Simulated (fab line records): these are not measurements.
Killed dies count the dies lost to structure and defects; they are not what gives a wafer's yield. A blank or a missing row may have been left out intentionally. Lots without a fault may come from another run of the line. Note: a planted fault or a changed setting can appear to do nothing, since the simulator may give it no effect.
Which tool is to blame? -- flow sky130 -- 12 lots, 36 wafers sampled, at 5 steps of a route of 708

## WHAT THE GAUGES SHOWED, per wafer
SKY_VT_ADJUST_HVTP_CD_MEAS_07 targets a cd of 380 nm. Usual: 380.5 nm for cdNm, sd 2.5.
lot,measured,on,cdNm (nm),flag
L974,day 6 02:54,cdSem-01,376.0 376.8 376.7,
L975,day 6 08:31,cdSem-02,382.3 383.4 382.7,
L976,day 6 22:02,cdSem-01,381.1 379.0 380.6,
L978,day 7 04:32,cdSem-02,378.2 379.4 375.3,
L982,day 8 06:34,cdSem-01,374.7 378.1 376.6,
L985,day 8 22:19,cdSem-02,379.1 380.4 379.5,
L987,day 9 13:59,cdSem-01,378.4 380.2 377.8,
L988,day 9 21:56,cdSem-02,380.3 381.2 383.2,
L989,day 10 13:25,cdSem-02,383.7 380.2 381.2,
L993,day 11 03:53,cdSem-01,381.7 378.8 381.4,
L995,day 11 09:39,cdSem-01,381.1 381.4 381.3,
L994,day 11 11:41,cdSem-02,379.6 380.9 382.6,

SKY_VT_ADJUST_HVTP_OVL_MEAS_08. Usual: VT_ADJUST_HVTP_OVL gives -0.3 nm (standard deviation 1.3).
lot,measured,on,VT_ADJUST_HVTP_OVL (nm),flag
L974,day 6 03:01,overlay-01,-1.5 -1.8 -0.9,
L975,day 6 08:38,overlay-02,0.6 -1.5 -1.3,
L976,day 6 22:08,overlay-01,1.4 0.1 -0.5,
L978,day 7 04:39,overlay-01,2.1 1.1 -0.1,
L982,day 8 06:41,overlay-01,0.5 2.3 1.1,
L985,day 8 22:25,overlay-01,0.7 -1.0 0.3,
L987,day 9 14:06,overlay-01,-0.3 0.1 0.0,
L988,day 9 22:02,overlay-01,-1.4 -0.3 -2.2,
L989,day 10 13:30,overlay-02,-0.7 0.7 0.5,
L993,day 11 04:00,overlay-01,-2.1 0.7 -0.4,
L995,day 11 09:46,overlay-01,-1.3 0.9 -1.9,
L994,day 11 11:48,overlay-01,-0.3 -0.1 -0.9,

SKY_VT_ADJUST_LVTN_TW_MEAS_21. Usual: VT_ADJUST_LVTN_2_TW gives 186.9 (standard deviation 1.8).
lot,measured,on,VT_ADJUST_LVTN_2_TW,flag
L974,day 7 17:47,filmMetro-02,185.7 187.0 185.6,
L975,day 8 00:21,filmMetro-02,184.8 184.1 184.9,
L976,day 8 15:02,filmMetro-04,185.7 185.5 186.3,
L978,day 8 22:24,filmMetro-01,188.4 188.6 188.4,
L982,day 10 01:59,filmMetro-02,186.8 188.0 187.0,
L985,day 10 18:55,filmMetro-02,187.6 186.2 186.3,
L987,day 11 11:13,filmMetro-02,177.0 176.6 176.6,OFF
L988,day 11 20:52,filmMetro-01,179.3 180.5 179.1,OFF
L989,day 12 13:08,filmMetro-02,186.2 186.4 186.2,
L993,day 13 04:15,filmMetro-01,190.7 190.3 190.3,
L995,day 13 11:04,filmMetro-04,185.7 185.9 186.7,
L994,day 13 13:45,filmMetro-02,185.1 184.5 184.3,

## WHICH TOOL RAN EACH LOT (tool, then ch and the chambers of the sampled wafers, then the start)
lot,SKY_NWELL_STRIP_14,SKY_VT_ADJUST_LVTN_IMPLANT_19
L974,"plasmaAsher-02 ch 0,1, day 4 14:37","implanter-01 ch 0, day 7 17:32"
L975,"plasmaAsher-01 ch 0,1, day 4 21:39","implanter-03 ch 0, day 8 00:06"
L976,"plasmaAsher-01 ch 1, day 5 09:10","implanter-01 ch 0, day 8 14:47"
L978,"plasmaAsher-04 ch 1, day 5 16:25","implanter-01 ch 0, day 8 22:09"
L982,"plasmaAsher-04 ch 0,1, day 6 13:58","implanter-02 ch 0, day 10 01:44"
L985,"plasmaAsher-01 ch 0,1, day 7 03:54","implanter-03 ch 0, day 10 18:42"
L987,"plasmaAsher-01 ch 0,1, day 7 18:57","implanter-01 ch 0, day 11 10:58"
L988,"plasmaAsher-02 ch 0,1, day 8 03:57","implanter-01 ch 0, day 11 20:38"
L989,"plasmaAsher-04 ch 0,1, day 8 16:48","implanter-02 ch 0, day 12 12:56"
L993,"plasmaAsher-01 ch 0,1, day 9 06:25","implanter-03 ch 0, day 13 04:00"
L995,"plasmaAsher-01 ch 0,1, day 9 13:18","implanter-03 ch 0, day 13 10:49"
L994,"plasmaAsher-01 ch 0,1, day 9 14:18","implanter-03 ch 0, day 13 13:30"
- SKY_NWELL_STRIP_14: strips in O2/N2.
- SKY_VT_ADJUST_LVTN_IMPLANT_19

## AS READ BY THE TOOLS THEMSELVES (means over the sampled wafers that have a number; for cases with no such wafer, the mark the record gives instead)
SKY_NWELL_STRIP_14. Usual: chamberPressureMTorr 1500.0 mTorr, standard deviation 1.3; drypumpMotorCurrentA 5.65 A, standard deviation 0.2; n2FlowSccm 300.1 sccm, standard deviation 0.89; oesProductAu 0.723 a.u., standard deviation 0.0046; stripTimeToEndpointS 36.93 s, standard deviation 0.13.
lot,tool,chamberPressureMTorr (mTorr),drypumpMotorCurrentA (A),n2FlowSccm (sccm),oesProductAu (a.u.),stripTimeToEndpointS (s),flag
L974,plasmaAsher-02,1500.0,5.42,299.5,0.724,36.73,
L975,plasmaAsher-01,1499.5,5.51,300.4,0.722,37.07,
L976,plasmaAsher-01,1499.2,5.45,301.2,0.721,36.91,
L978,plasmaAsher-04,1501.4,5.95,300.7,0.717,37.06,
L982,plasmaAsher-04,1500.8,5.86,299.3,0.722,37.01,
L985,plasmaAsher-01,1500.0,5.49,299.3,0.722,36.95,
L987,plasmaAsher-01,1500.2,5.51,299.6,0.724,36.92,
L988,plasmaAsher-02,1500.3,5.58,301.2,0.720,37.07,
L989,plasmaAsher-04,1500.6,5.86,299.3,0.724,36.95,
L993,plasmaAsher-01,1499.9,5.50,299.8,0.721,36.86,
L995,plasmaAsher-01,1500.0,5.51,300.3,0.723,37.06,
L994,plasmaAsher-01,1500.1,5.52,299.9,0.723,36.88,

SKY_VT_ADJUST_LVTN_IMPLANT_19. Usual: 30.001 for beamEnergyKeV, sd 0.01.
lot,tool,beamEnergyKeV,flag
L974,implanter-01,30.000,
L975,implanter-03,29.993,
L976,implanter-01,30.008,
L978,implanter-01,30.005,
L982,implanter-02,29.992,
L985,implanter-03,29.985,
L987,implanter-01,30.004,
L988,implanter-01,30.006,
L989,implanter-02,29.999,
L993,implanter-03,29.995,
L995,implanter-03,30.002,
L994,implanter-03,30.005,

## THE ANSWER, worked out from the rows above alone
Rule: lot off if the mean of its wafers having a number is beyond 3 standard deviations from the usual mean. Also off: a lot with no number at a reading for which 4 or more lots have one. Any other lot the step has rows for is counted as sound. First the gauges in route order, then the tools' own readings, where a lot's mean is used as printed above. At the first step where some lot is off, the reading lying furthest off is the one used; lots without a number count as furthest.
Off: L987, L988, seen at SKY_VT_ADJUST_LVTN_TW_MEAS_21 (VT_ADJUST_LVTN_2_TW).
A tool fits if, at a process step before that reading, it ran every lot that is off, and no sound lot after the first of them. Gauges at SKY_VT_ADJUST_LVTN_TW_MEAS_21: tried the same way as those tools. One candidate fits, namely implanter-01 at SKY_VT_ADJUST_LVTN_IMPLANT_19. A fault onset in the window from L978 (day 8 22:09, its last sound lot) to L987 (day 11 10:58, its first lot off) fits.

## WHAT THE SIMULATOR PUT IN
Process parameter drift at SKY_VT_ADJUST_LVTN_IMPLANT_19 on implanter-01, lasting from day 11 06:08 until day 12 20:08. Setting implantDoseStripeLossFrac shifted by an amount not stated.
Shown lots that were struck: L987, L988. The rule above found the same.
